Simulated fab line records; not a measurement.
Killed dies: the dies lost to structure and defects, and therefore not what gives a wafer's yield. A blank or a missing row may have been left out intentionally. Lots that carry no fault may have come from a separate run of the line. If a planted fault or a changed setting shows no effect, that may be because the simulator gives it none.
fab line records    flow gf180mcu
record: lots: 10  wafers: 30  last-day: 34
route steps=602 shown MIM@509
lots with no fault: from the same line, run without faults
start-h: hours from the record's first day to the start of the lot's first wafer shown    wait-h: how many hours have passed since the lot's step before this one    " repeats the value in the row above    L1.1+2: one row covering several wafers at once    - no value, or no start given    * or withheld: withheld    < > ~ a bound
route shown NAME@n: NAME is a module with steps in the file, n the number in the route of the first one    usual: average and standard deviation across the fault-free wafers    same: alike in all rows    chamber/n: place in a boat    sites: readings site by site    _std_site: the standard deviation of these    _edge_site: mean of outer sites minus mean of inner sites    radius-mm: how far each site lies from the wafer's centre    mask NAME#n: copy n    behind: the last tool/chamber to shape the wafer    hold: the reason the lot was held/the length of the hold in hours/how it ended    device: transistor that didn't switch, given as n, p or np    end of line: tests of these same wafers at the route's end    for a step that has no rows: nothing shown but its recipe    killed: count of dies lost to structure and defects at first sort (not the wafer's yield)    map: the dies of a wafer, with x for killed, . for not killed, _ for no die there
set.NAME: the setting as run; set.NAME@STEP: as run at that earlier step    model.NAME: the simulator's own value behind a step, which no gauge read
steps of the route over a sample of lots; a table a step, a row a wafer
services: a tool's chamber out of use, with start hour (start-h, from the record's first day; less than 0 if before it), hours out, and reason
== steps ==
step: GF_MIM_THK_MEAS_06
recipe: reads: Si3N4_of_MIM_CVD_05
usual: MIM_CVD_05_THK: 42.0/0.58
lot.wafer  tool           chamber  start-h  wait-h  MIM_CVD_05_THK[nm]
L610.2     film-metro-04  -        571.72   0.0     42.5
L610.4     "              -        "        "       43.1
L610.5     "              -        "        "       42.6
L612.2     film-metro-01  -        588.27   0.0     42.1
L612.3     "              -        "        "       41.6
L612.6     "              -        "        "       42.1
L614.1     film-metro-04  -        606.03   0.0     42.0
L614.3     "              -        "        "       41.7
L614.4     "              -        "        "       42.9
L617.1     film-metro-04  -        626.84   0.0     41.4
L617.5     "              -        "        "       42.6
L617.6     "              -        "        "       42.3
L623.4     film-metro-04  -        672.79   0.0     40.9
L623.5     "              -        "        "       41.8
L623.6     "              -        "        "       41.6
L624.1     film-metro-01  -        678.07   0.0     41.8
L624.3     "              -        "        "       41.8
L624.6     "              -        "        "       42.4
L629.1     film-metro-01  -        713.12   0.0     42.1
L629.4     "              -        "        "       42.3
L629.5     "              -        "        "       42.4
L630.1     film-metro-02  -        716.52   0.0     41.6
L630.4     "              -        "        "       42.5
L630.5     "              -        "        "       42.8
L631.2     film-metro-02  -        722.72   0.0     40.9
L631.4     "              -        "        "       41.2
L631.5     "              -        "        "       41.1
L632.2     film-metro-04  -        736.38   0.0     41.0
L632.3     "              -        "        "       41.6
L632.6     "              -        "        "       42.3
step: GF_MIM_SPUTTER_07
recipe: material: TiN  target-thk-nm: 60  power-w: 6500  time-s: 50  chamber-pressure-pa: 0.4
usual: cathode-dc-power-W: 6499.9/1  chamber-pressure-pa: 0.4000/0.00082  throttle-valve-pct: 30.1/1.4
lot.wafer  tool            chamber  start-h  wait-h  cathode-dc-power-W  chamber-pressure-pa  throttle-valve-pct
L610.2     pvd-sputter-03  -        571.77   0.0     6499.3              0.3996               29.3
L610.4     "               -        "        "       6500.2              0.4006               32.2
L610.5     "               -        "        "       6500.8              0.4001               30.2
L612.2     pvd-sputter-01  -        588.32   0.0     6500.5              0.3998               32.4
L612.3     "               -        "        "       6501.3              0.3999               29.2
L612.6     "               -        "        "       6501.2              0.3992               29.1
L614.1     pvd-sputter-03  -        606.09   0.1     6499.0              0.4011               32.5
L614.3     "               -        "        "       6499.3              0.3991               30.1
L614.4     "               -        "        "       6500.2              0.3994               28.6
L617.1     pvd-sputter-01  -        626.90   0.1     6500.1              0.4006               29.6
L617.5     "               -        "        "       6500.4              0.4006               29.6
L617.6     "               -        "        "       6499.8              0.3998               30.1
L623.4     pvd-sputter-02  -        672.82   0.0     6500.7              0.3993               30.5
L623.5     "               -        "        "       6500.0              0.3978               29.6
L623.6     "               -        "        "       6500.4              0.4003               31.6
L624.1     pvd-sputter-01  -        678.13   0.1     6500.5              0.3995               29.5
L624.3     "               -        "        "       6500.9              0.3996               29.0
L624.6     "               -        "        "       6502.2              0.4001               30.1
L629.1     pvd-sputter-03  -        713.18   0.1     6499.4              0.3992               28.4
L629.4     "               -        "        "       6497.8              0.4000               29.4
L629.5     "               -        "        "       6499.6              0.3996               29.4
L630.1     pvd-sputter-03  -        716.58   0.1     6499.7              0.3999               32.7
L630.4     "               -        "        "       6498.8              0.4012               29.4
L630.5     "               -        "        "       6499.7              0.4008               28.6
L631.2     pvd-sputter-03  -        722.77   0.0     6499.0              0.4000               28.3
L631.4     "               -        "        "       6499.6              0.4008               30.0
L631.5     "               -        "        "       6499.8              0.4012               29.7
L632.2     pvd-sputter-03  -        736.43   0.0     6500.7              0.3987               29.6
L632.3     "               -        "        "       6500.6              0.3990               29.3
L632.6     "               -        "        "       6499.8              0.4000               28.8
step: GF_MIM_SPUTTER_09
recipe: material: TiN  target-thk-nm: 35  power-w: 6500  time-s: 29.2  chamber-pressure-pa: 0.4
usual: cathode-dc-power-W: 6499.9/1.1  chamber-pressure-pa: 0.3999/0.00084  throttle-valve-pct: 30.2/1.4
lot.wafer  tool            chamber  start-h  wait-h  cathode-dc-power-W  chamber-pressure-pa  throttle-valve-pct
L610.2     pvd-sputter-03  -        571.83   0.0     6500.3              0.3986               29.3
L610.4     "               -        "        "       6499.9              0.3999               32.5
L610.5     "               -        "        "       6499.8              0.4004               30.0
L612.2     pvd-sputter-01  -        588.39   0.0     6498.3              0.3991               32.6
L612.3     "               -        "        "       6499.8              0.4000               28.8
L612.6     "               -        "        "       6501.4              0.4000               29.0
L614.1     pvd-sputter-03  -        606.16   0.0     6499.2              0.4004               32.6
L614.3     "               -        "        "       6499.8              0.3991               30.0
L614.4     "               -        "        "       6499.0              0.4005               28.4
L617.1     pvd-sputter-01  -        626.97   0.0     6498.0              0.4015               29.4
L617.5     "               -        "        "       6501.3              0.4010               29.4
L617.6     "               -        "        "       6500.0              0.3996               30.3
L623.4     pvd-sputter-02  -        672.89   0.0     6501.6              0.3975               30.4
L623.5     "               -        "        "       6500.4              0.3997               29.1
L623.6     "               -        "        "       6499.9              0.3981               31.6
L624.1     pvd-sputter-01  -        678.20   0.0     6499.1              0.4002               29.3
L624.3     "               -        "        "       6499.5              0.4001               29.2
L624.6     "               -        "        "       6499.9              0.4004               30.1
L629.1     pvd-sputter-03  -        713.25   0.0     -                   -                    -
L629.4     "               -        "        "       -                   -                    -
L629.5     "               -        "        "       -                   -                    -
L630.1     pvd-sputter-03  -        716.65   0.0     -                   -                    -
L630.4     "               -        "        "       -                   -                    -
L630.5     "               -        "        "       -                   -                    -
L631.2     pvd-sputter-03  -        722.84   0.0     6500.2              0.4004               28.5
L631.4     "               -        "        "       6500.9              0.3999               29.9
L631.5     "               -        "        "       6498.7              0.4005               30.0
L632.2     pvd-sputter-03  -        736.50   0.0     6500.1              0.4001               29.9
L632.3     "               -        "        "       6499.7              0.4000               29.2
L632.6     "               -        "        "       6500.2              0.3995               28.4
step: GF_MIM_THK_MEAS_11
recipe: thk-meas-gauge: xrf  reads: AlCu_of_MIM_SPUTTER_08
usual: MIM_ALCU_THK: 202.3/2.9
lot.wafer  tool           chamber  start-h  wait-h  MIM_ALCU_THK[nm]
L610.2     film-metro-02  -        572.00   0.1     198.2
L610.4     "              -        "        "       202.8
L610.5     "              -        "        "       200.2
L612.2     film-metro-04  -        588.55   0.1     204.9
L612.3     "              -        "        "       204.9
L612.6     "              -        "        "       204.6
L614.1     film-metro-02  -        606.31   0.1     202.7
L614.3     "              -        "        "       203.8
L614.4     "              -        "        "       203.8
L617.1     film-metro-02  -        627.12   0.1     201.3
L617.5     "              -        "        "       200.9
L617.6     "              -        "        "       202.3
L623.4     film-metro-02  -        673.07   0.1     202.1
L623.5     "              -        "        "       203.6
L623.6     "              -        "        "       200.5
L624.1     film-metro-04  -        678.35   0.1     203.1
L624.3     "              -        "        "       202.1
L624.6     "              -        "        "       204.7
L629.1     film-metro-04  -        713.40   0.1     217.7
L629.4     "              -        "        "       215.7
L629.5     "              -        "        "       216.0
L630.1     film-metro-01  -        716.80   0.1     214.9
L630.4     "              -        "        "       214.3
L630.5     "              -        "        "       212.4
L631.2     film-metro-01  -        723.00   0.1     199.8
L631.4     "              -        "        "       200.9
L631.5     "              -        "        "       198.8
L632.2     film-metro-04  -        736.66   0.1     203.5
L632.3     "              -        "        "       200.8
L632.6     "              -        "        "       201.8
step: GF_MIM_METAL_ETCH_19
recipe: chemistry: Cl2/BCl3  mask-material: NOVOLAK  stop-on: Si3N4  target-depth-nm: 324.5  pressure-mtorr: 8  icp-w: 800  bias-w: 140  Cl2_flow_sccm: 80  bcl3-flow-sccm: 40  time-s: 54.1
usual: chamber-pressure-mTorr: 8.000/0.0071  drypump-motor-current-A: 5.9/0.53  he-backside-leak-sccm: 3.20/0.25  oes-product-au: 0.942/0.0061  throttle-valve-pct: 28.283/0.011
lot.wafer  tool          chamber  start-h  wait-h  chamber-pressure-mTorr  drypump-motor-current-A  he-backside-leak-sccm  oes-product-au  rf-hours-counter-h  throttle-valve-pct
L610.2     rie-metal-03  1        593.27   0.1     7.996                   6.0                      3.25                   0.941           9                   28.291
L610.4     "             0        "        "       8.003                   5.1                      3.04                   0.946           -                   28.269
L610.5     "             0        "        "       8.002                   5.1                      3.01                   0.938           -                   28.285
L612.2     rie-metal-03  1        609.31   0.1     8.005                   6.0                      3.18                   0.939           9                   28.284
L612.3     "             0        "        "       8.005                   5.1                      2.98                   0.944           -                   28.285
L612.6     "             1        "        "       8.008                   6.0                      3.19                   0.945           -                   28.281
L614.1     rie-metal-03  1        626.80   0.1     8.008                   6.0                      3.31                   0.944           10                  28.286
L614.3     "             1        "        "       7.982                   6.0                      3.28                   0.953           -                   28.282
L614.4     "             0        "        "       8.002                   5.1                      3.14                   0.954           -                   28.279
L617.1     rie-metal-02  0        646.90   0.1     7.999                   6.5                      3.22                   0.944           4                   28.299
L617.5     "             0        "        "       7.991                   6.4                      3.23                   0.935           -                   28.281
L617.6     "             0        "        "       8.002                   6.5                      3.28                   0.941           -                   28.269
L623.4     rie-metal-02  1        690.92   0.1     7.979                   5.7                      3.06                   0.938           -                   28.289
L623.5     "             0        "        "       7.989                   6.5                      3.48                   0.947           -                   28.275
L623.6     "             1        "        "       8.001                   5.8                      3.02                   0.937           -                   28.283
L624.1     rie-metal-04  0        696.90   0.1     7.998                   6.1                      3.09                   0.947           7                   28.282
L624.3     "             1        "        "       7.993                   5.0                      3.21                   0.941           -                   28.254
L624.6     "             0        "        "       7.994                   6.1                      3.17                   0.949           -                   28.283
L629.1     rie-metal-02  0        730.49   0.1     8.001                   6.5                      3.33                   0.989           8                   28.230
L629.4     "             1        "        "       8.001                   5.8                      3.19                   0.984           -                   28.234
L629.5     "             1        "        "       8.005                   5.7                      3.23                   0.992           -                   28.211
L630.1     rie-metal-03  0        734.42   0.1     8.004                   5.1                      3.15                   1.002           15                  28.201
L630.4     "             0        "        "       8.009                   5.1                      3.08                   0.998           -                   28.235
L630.5     "             1        "        "       8.003                   6.0                      3.28                   0.994           -                   28.250
L631.2     rie-metal-02  1        740.56   0.1     7.995                   5.8                      3.23                   0.931           2                   28.290
L631.4     "             0        "        "       8.005                   6.5                      3.23                   0.929           -                   28.288
L631.5     "             1        "        "       8.002                   5.8                      3.13                   0.946           -                   28.267
L632.2     rie-metal-02  0        753.34   0.1     8.004                   6.5                      3.22                   0.944           9                   28.298
L632.3     "             1        "        "       8.002                   5.7                      3.03                   0.936           -                   28.274
L632.6     "             1        "        "       8.009                   5.7                      3.16                   0.940           -                   28.287
step: GF_MIM_STRIP_20
recipe: chemistry: O2/N2  power-w: 1400  pressure-mtorr: 1500  platen-temp-c: 250  o2-flow-sccm: 3000  n2-flow-sccm: 300  overash-fraction: 0.5
usual: chamber-pressure-mTorr: 1500.0/1.4  drypump-motor-current-A: 5.9/0.49  heater-power-w: 304/19  oes-product-au: 0.691/0.0047  platen-temp-c: 250.00/0.19  strip-time-to-endpoint-s: 11.21/0.04
lot.wafer  tool             chamber  start-h  wait-h  chamber-pressure-mTorr  drypump-motor-current-A  heater-power-w  oes-product-au  platen-temp-c  rf-hours-counter-h  strip-time-to-endpoint-s
L610.2     plasma-asher-01  1        593.34   0.0     1503.0                  6.1                      296             0.691           250.18         49                  11.16
L610.4     "                1        "        "       1500.6                  6.1                      293             0.690           249.97         -                   11.12
L610.5     "                0        "        "       1501.1                  6.1                      332             0.681           249.75         -                   11.16
L612.2     plasma-asher-02  1        609.38   0.0     1500.1                  4.9                      326             0.690           250.22         19                  11.22
L612.3     "                0        "        "       1498.8                  5.2                      308             0.683           249.84         -                   11.24
L612.6     "                1        "        "       1496.9                  4.9                      310             0.692           250.16         -                   11.27
L614.1     plasma-asher-03  1        626.87   0.0     1502.3                  6.0                      297             0.693           250.09         84                  11.14
L614.3     "                1        "        "       1498.4                  6.0                      303             0.692           250.07         -                   11.16
L614.4     "                0        "        "       1500.5                  6.4                      272             0.686           249.93         -                   11.14
L617.1     plasma-asher-01  0        647.04   0.1     1501.1                  6.1                      344             0.690           249.99         55                  11.25
L617.5     "                1        "        "       1499.7                  6.0                      297             0.690           250.09         -                   11.20
L617.6     "                0        "        "       1500.5                  6.1                      330             0.694           249.93         -                   11.21
L623.4     plasma-asher-02  1        691.00   0.1     1498.4                  4.9                      320             0.689           249.91         -                   11.25
L623.5     "                0        "        "       1502.9                  5.3                      297             0.697           250.13         -                   11.23
L623.6     "                1        "        "       1500.3                  4.9                      315             0.689           250.17         -                   11.21
L624.1     plasma-asher-01  1        696.97   0.0     1501.3                  6.0                      293             0.689           250.07         61                  11.21
L624.3     "                1        "        "       1500.3                  6.1                      288             0.694           250.11         -                   11.17
L624.6     "                0        "        "       1498.6                  6.2                      334             0.683           250.06         -                   11.18
L629.1     plasma-asher-01  0        730.56   0.0     1501.8                  6.1                      336             0.693           250.34         65                  11.22
L629.4     "                0        "        "       1501.5                  6.1                      333             0.680           249.88         -                   11.21
L629.5     "                0        "        "       1500.1                  6.2                      325             0.692           250.05         -                   11.19
L630.1     plasma-asher-03  0        734.49   0.0     1501.0                  6.4                      277             0.692           249.95         93                  11.16
L630.4     "                0        "        "       1498.6                  6.4                      275             0.694           250.06         -                   11.17
L630.5     "                0        "        "       1501.2                  6.4                      271             0.689           249.71         -                   11.19
L631.2     plasma-asher-03  0        740.63   0.0     1501.9                  6.4                      282             0.689           249.79         94                  11.19
L631.4     "                1        "        "       1500.0                  6.0                      305             0.694           249.69         -                   11.23
L631.5     "                0        "        "       1501.8                  6.4                      280             0.694           250.14         -                   11.20
L632.2     plasma-asher-03  0        753.41   0.0     1501.5                  6.4                      278             0.691           249.97         96                  11.26
L632.3     "                1        "        "       1498.6                  6.0                      305             0.687           249.90         -                   11.24
L632.6     "                0        "        "       1497.6                  6.4                      283             0.690           250.14         -                   11.23
== services ==
tool             chamber  start-h  hours  kind
pvd-sputter-02   -        548.33   4.6    repair
rie-metal-02     0        562.83   6.4    repair
pvd-sputter-01   1        572.28   -      consumable-replace:kit
plasma-asher-02  -        576.29   1.5    repair
pvd-sputter-02   -        583.26   6.2    repair
pvd-sputter-03   -        593.78   9.8    repair
rie-metal-03     -        612.71   2.8    pm
pvd-sputter-01   -        619.37   4.2    repair
plasma-asher-03  -        627.01   10.0   pm
pvd-sputter-01   -        629.73   3.0    repair
plasma-asher-01  -        644.51   0.7    repair
rie-metal-04     -        649.79   2.8    pm
plasma-asher-02  -        662.85   14.6   pm
pvd-sputter-02   -        686.10   3.9    repair
pvd-sputter-03   0        691.99   -      consumable-replace:kit
pvd-sputter-03   0        691.99   18.0   scheduled-down
pvd-sputter-03   0        691.99   18.0   vent-cycle
plasma-asher-03  -        692.87   0.3    repair
rie-metal-03     -        707.85   4.3    pm
plasma-asher-03  -        722.71   2.2    repair
plasma-asher-02  -        725.39   28.1   pm
pvd-sputter-02   -        731.42   4.7    repair
rie-metal-03     -        744.15   0.4    repair
rie-metal-02     -        751.38   0.2    repair
== key ==
first-sign: step: GF_MIM_SPUTTER_09  reading: tool-record  direction: missing
effect: step: GF_MIM_THK_MEAS_11  reading: MIM_ALCU_THK  direction: up  sigmas: 4.5  usual: 202.3  struck: 215.2
effect: step: GF_MIM_METAL_ETCH_19  reading: oes-product-au  direction: up  sigmas: 8.5  usual: 0.942  struck: 0.993
met-at GF_MIM_SPUTTER_09
struck-lots L629,L630
not-acting-at GF_MIM_THK_MEAS_06,GF_MIM_SPUTTER_07,GF_MIM_STRIP_20
onset-between 606.16 713.25
fault: kind: skipped-step-whole  tool: pvd-sputter-03  chamber: -  onset-h: 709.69  steps: GF_MIM_SPUTTER_09  scope: struck-lots-only
